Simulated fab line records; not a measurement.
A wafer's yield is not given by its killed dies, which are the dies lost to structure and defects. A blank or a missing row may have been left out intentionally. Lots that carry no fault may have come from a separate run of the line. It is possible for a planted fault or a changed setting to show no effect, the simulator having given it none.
fab line records	flow sky130
[record] lots = 15	wafers = 45	lastDay = 50
route steps=708 shown FIELD_ISO@14 RES_XHIGH@335 LI_CONTACT@375
lots untouched by any fault: they come from a run of this same line in which no faults occurred
startH: start of the lot's first displayed wafer, in hours after the record's first day	waitH: time in hours since the lot's previous step	" identical to the entry in the row above	L1.1+2: one row covering several wafers at once	- no value, or no start given	* or withheld: withheld	< > ~ a bound
route shown NAME@n: names a module that has steps shown in the file, with the first one's number in the route	usual: mean and standard deviation over wafers with no fault	same: alike in all rows	chamber/n: place in a boat	sites: readings site by site	_std_site: how widely they spread, as a standard deviation	_edge_site: the outer-site mean with the inner-site mean subtracted	radiusMm: for every site, how far away it sits from the centre of the wafer	mask NAME#n: copy n	behind: the tool/chamber that last shaped the wafer	hold: what put the lot on hold/how long, in hours/how the hold closed	device: transistor that didn't switch, given as n, p or np	end of line: the same wafers' tests at the end of the route	where a step has no rows: the recipe by itself	killed: dies lost to structure and defects at the first sort, not the wafer's yield	map: the dies of a wafer, with x for killed, . for not killed, _ for no die there
set.NAME: the run value of the setting; set.NAME@STEP: its run value at that earlier step	model.NAME: the simulator's own value behind a step, which no gauge read
one table for each step of the route and one row for each wafer, over a sample of lots
[[steps]]
[step SKY_FIELD_ISO_CD_MEAS_13]
[recipe] targetCdNm = 150
[usual] cdNm = 150.2/1.6
lot.wafer	tool	chamber	startH	waitH	cdNm
L521.1	cdSem-02	-	28.04	-	151.6
L521.4	"	-	"	"	150.6
L521.6	"	-	"	"	150.7
L523.2	cdSem-02	-	43.06	-	148.2
L523.4	"	-	"	"	148.4
L523.5	"	-	"	"	148.1
L524.1	cdSem-02	-	48.39	-	146.9
L524.5	"	-	"	"	147.3
L524.6	"	-	"	"	149.8
L525.1	cdSem-02	-	51.69	-	148.7
L525.3	"	-	"	"	148.5
L525.5	"	-	"	"	148.6
L526.1	cdSem-01	-	58.17	-	152.4
L526.5	"	-	"	"	153.4
L526.6	"	-	"	"	151.6
L527.1	cdSem-01	-	62.67	-	150.8
L527.2	"	-	"	"	151.1
L527.4	"	-	"	"	150.6
L530.3	cdSem-02	-	80.66	-	152.6
L530.5	"	-	"	"	152.2
L530.6	"	-	"	"	152.7
L533.2	cdSem-01	-	90.86	-	145.8
L533.3	"	-	"	"	148.1
L533.4	"	-	"	"	148.1
L534.1	cdSem-02	-	96.17	-	150.3
L534.2	"	-	"	"	149.3
L534.3	"	-	"	"	149.7
L535.1	cdSem-02	-	101.22	-	151.7
L535.2	"	-	"	"	151.9
L535.3	"	-	"	"	152.5
L536.1	cdSem-02	-	107.19	-	150.0
L536.3	"	-	"	"	148.6
L536.6	"	-	"	"	148.9
L538.1	cdSem-02	-	117.67	-	149.4
L538.3	"	-	"	"	148.8
L538.6	"	-	"	"	149.1
L542.3	cdSem-01	-	140.23	-	152.5
L542.4	"	-	"	"	151.1
L542.5	"	-	"	"	150.6
L543.1	cdSem-02	-	150.24	-	149.0
L543.2	"	-	"	"	149.6
L543.3	"	-	"	"	148.9
L544.1	cdSem-02	-	150.37	-	151.3
L544.3	"	-	"	"	151.0
L544.6	"	-	"	"	150.8
[step SKY_FIELD_ISO_THK_MEAS_25]
[recipe] reads = SiO2_of_FIELD_ISO_CVD_24
[usual] FIELD_ISO_CVD_24_THK = 594/5.6
lot.wafer	tool	chamber	startH	waitH	FIELD_ISO_CVD_24_THK[nm]
L521.1	filmMetro-02	-	30.00	0.0	593
L521.4	"	-	"	"	590
L521.6	"	-	"	"	588
L523.2	filmMetro-01	-	45.01	0.0	594
L523.4	"	-	"	"	586
L523.5	"	-	"	"	594
L524.1	filmMetro-01	-	50.35	0.0	595
L524.5	"	-	"	"	599
L524.6	"	-	"	"	591
L525.1	filmMetro-02	-	53.67	0.0	582
L525.3	"	-	"	"	580
L525.5	"	-	"	"	586
L526.1	filmMetro-03	-	60.27	0.0	586
L526.5	"	-	"	"	594
L526.6	"	-	"	"	590
L527.1	filmMetro-02	-	64.64	0.0	607
L527.2	"	-	"	"	596
L527.4	"	-	"	"	601
L530.3	filmMetro-01	-	83.68	0.1	594
L530.5	"	-	"	"	592
L530.6	"	-	"	"	596
L533.2	filmMetro-01	-	92.81	0.0	591
L533.3	"	-	"	"	593
L533.4	"	-	"	"	589
L534.1	filmMetro-02	-	98.74	0.0	602
L534.2	"	-	"	"	600
L534.3	"	-	"	"	601
L535.1	filmMetro-01	-	103.19	0.0	597
L535.2	"	-	"	"	593
L535.3	"	-	"	"	595
L536.1	filmMetro-01	-	109.81	0.0	600
L536.3	"	-	"	"	606
L536.6	"	-	"	"	601
L538.1	filmMetro-01	-	123.61	0.0	593
L538.3	"	-	"	"	599
L538.6	"	-	"	"	584
L542.3	filmMetro-02	-	142.69	0.1	601
L542.4	"	-	"	"	586
L542.5	"	-	"	"	593
L543.1	filmMetro-01	-	152.40	0.0	587
L543.2	"	-	"	"	592
L543.3	"	-	"	"	596
L544.1	filmMetro-02	-	153.58	0.0	593
L544.3	"	-	"	"	595
L544.6	"	-	"	"	592
[step SKY_RES_XHIGH_SOFTBAKE_03]
[recipe] tempC = 90	timeS = 60	resist = NOVOLAK
[usual] runLengthS = 89.15/0.14
lot.wafer	tool	chamber	startH	waitH	runLengthS
L521.1	lithoTrack-04	0	591.63	0.1	88.97
L521.4	"	0	"	"	89.21
L521.6	"	0	"	"	89.10
L523.2	lithoTrack-03	0	618.70	0.1	89.12
L523.4	"	0	"	"	89.18
L523.5	"	0	"	"	89.12
L524.1	lithoTrack-04	0	624.73	0.1	89.39
L524.5	"	0	"	"	89.29
L524.6	"	0	"	"	89.05
L525.1	lithoTrack-03	0	633.07	0.1	89.16
L525.3	"	0	"	"	89.34
L525.5	"	0	"	"	89.11
L526.1	lithoTrack-01	0	645.16	0.1	89.04
L526.5	"	0	"	"	88.93
L526.6	"	0	"	"	88.92
L527.1	lithoTrack-03	0	652.32	0.1	89.16
L527.2	"	0	"	"	89.31
L527.4	"	0	"	"	89.57
L530.3	lithoTrack-01	0	682.26	0.1	89.31
L530.5	"	0	"	"	89.09
L530.6	"	0	"	"	89.39
L534.1	lithoTrack-03	0	703.42	0.1	107.17
L534.2	"	0	"	"	106.86
L534.3	"	0	"	"	106.93
L533.2	lithoTrack-01	0	707.79	0.1	89.03
L533.3	"	0	"	"	89.02
L533.4	"	0	"	"	89.27
L535.1	lithoTrack-03	0	710.57	0.1	106.88
L535.2	"	0	"	"	107.01
L535.3	"	0	"	"	107.11
L536.1	lithoTrack-03	0	726.72	0.1	106.86
L536.3	"	0	"	"	106.88
L536.6	"	0	"	"	106.97
L538.1	lithoTrack-04	0	775.08	0.1	89.02
L538.3	"	0	"	"	89.03
L538.6	"	0	"	"	89.05
L542.3	lithoTrack-04	0	776.33	0.1	89.14
L542.4	"	0	"	"	89.12
L542.5	"	0	"	"	89.17
L544.1	lithoTrack-04	0	780.33	0.1	89.15
L544.3	"	0	"	"	89.04
L544.6	"	0	"	"	89.11
L543.1	lithoTrack-04	0	784.73	0.1	88.97
L543.2	"	0	"	"	89.24
L543.3	"	0	"	"	89.29
[step SKY_LI_CONTACT_OVL_MEAS_13]
[usual] LI_CONTACT_OVL = 1/5.3
lot.wafer	tool	chamber	startH	waitH	LI_CONTACT_OVL[nm]
L521.1	overlay-02	-	667.79	0.1	3
L521.4	"	-	"	"	6
L521.6	"	-	"	"	7
L523.2	overlay-02	-	690.20	0.1	-2
L523.4	"	-	"	"	-6
L523.5	"	-	"	"	-1
L524.1	overlay-01	-	697.91	0.1	7
L524.5	"	-	"	"	3
L524.6	"	-	"	"	14
L525.1	overlay-02	-	703.02	0.1	6
L525.3	"	-	"	"	-2
L525.5	"	-	"	"	4
L526.1	overlay-02	-	714.31	0.1	-3
L526.5	"	-	"	"	0
L526.6	"	-	"	"	0
L527.1	overlay-02	-	723.51	0.1	3
L527.2	"	-	"	"	-3
L527.4	"	-	"	"	-4
L530.3	overlay-02	-	752.32	0.1	-1
L530.5	"	-	"	"	4
L530.6	"	-	"	"	-5
L534.1	overlay-02	-	772.01	0.1	1
L534.2	"	-	"	"	1
L534.3	"	-	"	"	-4
L533.2	overlay-01	-	779.15	0.1	-4
L533.3	"	-	"	"	-6
L533.4	"	-	"	"	-5
L535.1	overlay-01	-	780.69	0.1	-2
L535.2	"	-	"	"	3
L535.3	"	-	"	"	1
L536.1	overlay-02	-	794.86	0.1	-8
L536.3	"	-	"	"	1
L536.6	"	-	"	"	-1
L538.1	overlay-01	-	844.64	0.1	2
L538.3	"	-	"	"	4
L538.6	"	-	"	"	-7
L542.3	overlay-01	-	845.96	0.1	-2
L542.4	"	-	"	"	-1
L542.5	"	-	"	"	0
L544.1	overlay-01	-	848.81	0.1	-5
L544.3	"	-	"	"	1
L544.6	"	-	"	"	-9
L543.1	overlay-01	-	852.61	0.1	-9
L543.2	"	-	"	"	-3
L543.3	"	-	"	"	-8
[[key]]
[firstSign] step = SKY_RES_XHIGH_SOFTBAKE_03	reading = runLengthS	direction = up	sigmas = 99+	usual = *	struck = *
effect none on later readings
metAt SKY_RES_XHIGH_SOFTBAKE_03
struckLots L534,L535,L536
testerLeftOut L534,L535,L536
notActingAt SKY_FIELD_ISO_CD_MEAS_13,SKY_FIELD_ISO_THK_MEAS_25,SKY_LI_CONTACT_OVL_MEAS_13
onsetBetween 652.32 703.42
[fault] kind = processParameterDrift	tool = lithoTrack-03	chamber = -	onsetH = 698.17	steps = SKY_RES_XHIGH_SOFTBAKE_03	channel = timeS	offset = *	shape = step	endH = 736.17	actsIn = *	stated = *
// testerLeftOut: of these lots the tester's yield and bins aren't shown, on N5 and GAA mostly nor the transistor test; their killed dies are dies lost to structure and defects alone, not to doping, threshold or leakage, so they don't give the yield
